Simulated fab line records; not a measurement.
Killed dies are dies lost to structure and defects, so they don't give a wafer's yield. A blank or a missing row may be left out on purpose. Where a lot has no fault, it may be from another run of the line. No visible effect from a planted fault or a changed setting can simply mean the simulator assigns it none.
8D (eight disciplines) problem report, filled in by code | flow sky130 | the parts of the form that need people (team, actions taken, sign-off) are left out

## 1. THE ISSUE
Wafers free of any fault read 241.8 (standard deviation 2.9) for VT_ADJUST_LVTN_TW at SKY_VT_ADJUST_LVTN_TW_MEAS_10, against a mean of 225.4 on 6 wafers of 2 lots. Relative to the usual mean, that is a shift of -5.7 standard deviations.
Seen first at day 10 10:16 on film metro-02, wafer L303.2. Wafers with a number at this step in the record: 39, from 13 lots. Rule for "out", or "out of limits": more than 4 standard deviations from the usual mean. Any other wafer with a number is counted as sound.

## 2. WHAT IT IS, WHAT IT ISN'T
question                    | is                     | is not
which readings at this step | VT_ADJUST_LVTN_TW      | -
which lots                  | L303, L304             | L290, L291, L294, L295, L296, L298, L302, L308, L310, L311, L313
which wafers of those lots  | all that have a number | -
read on which gauges        | film metro-02          | film metro-01, film metro-03
when                        | from day 10 10:16      | up to then (21 sound wafers); but 12 sound wafers of L308, L310, L311, L313 came after

## 3. THE SUSPECTS, EACH WITH WHAT RULES IT OUT
Counting: a tool stays on the suspect list if, at a process step up to the reading, it processed all lots that are out and no sound lot following the first of them.
- the gauge at SKY_VT_ADJUST_LVTN_TW_MEAS_10: kept. All the wafers that are out were read on film metro-02, and no step on other tools shows them out.
- implanter-03 at SKY_VT_ADJUST_LVTN_IMPLANT_08: kept. Every lot that is out went through it, starting with L303 (day 10 10:02), and after that it ran no sound lot; the last sound lot it ran before then is L298 (day 9 03:54).
The count leaves film metro-02 at SKY_VT_ADJUST_LVTN_TW_MEAS_10 and implanter-03 at SKY_VT_ADJUST_LVTN_IMPLANT_08.

## 4. THE CAUSE (what the simulator had put in)
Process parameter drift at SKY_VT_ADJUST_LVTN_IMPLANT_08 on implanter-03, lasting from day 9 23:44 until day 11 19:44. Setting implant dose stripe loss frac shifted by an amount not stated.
This tool is one of the 2 suspects left after counting.

## 5. SEQUENCE OF EFFECTS, ordered by route
Rows list readings where the struck wafers' mean (over those with a number) sits beyond 3 standard deviations from the usual. Scope: only readings with a usual standard deviation given in the record; hours: median across lots of the time from each lot's start at the first step in this table that gives one to its start at this step; sigmas: change in usual standard deviations.
hours | step                          | reading           | usual | on struck wafers | change | sigmas
0     | SKY_VT_ADJUST_LVTN_TW_MEAS_10 | VT_ADJUST_LVTN_TW | 241.8 | 225.4            | -16.4  | -5.7

## 6. WHAT WOULD HAVE CAUGHT IT SOONER
In this record the first reading out of limits at a measuring or inspecting step was taken at day 10 10:16, 11 hours after the fault began at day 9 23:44.
Of the lots that are out (2), L304 began SKY_VT_ADJUST_LVTN_IMPLANT_08 on implanter-03 after day 10 10:16. It would have been spared by a hold on the tool at that moment.
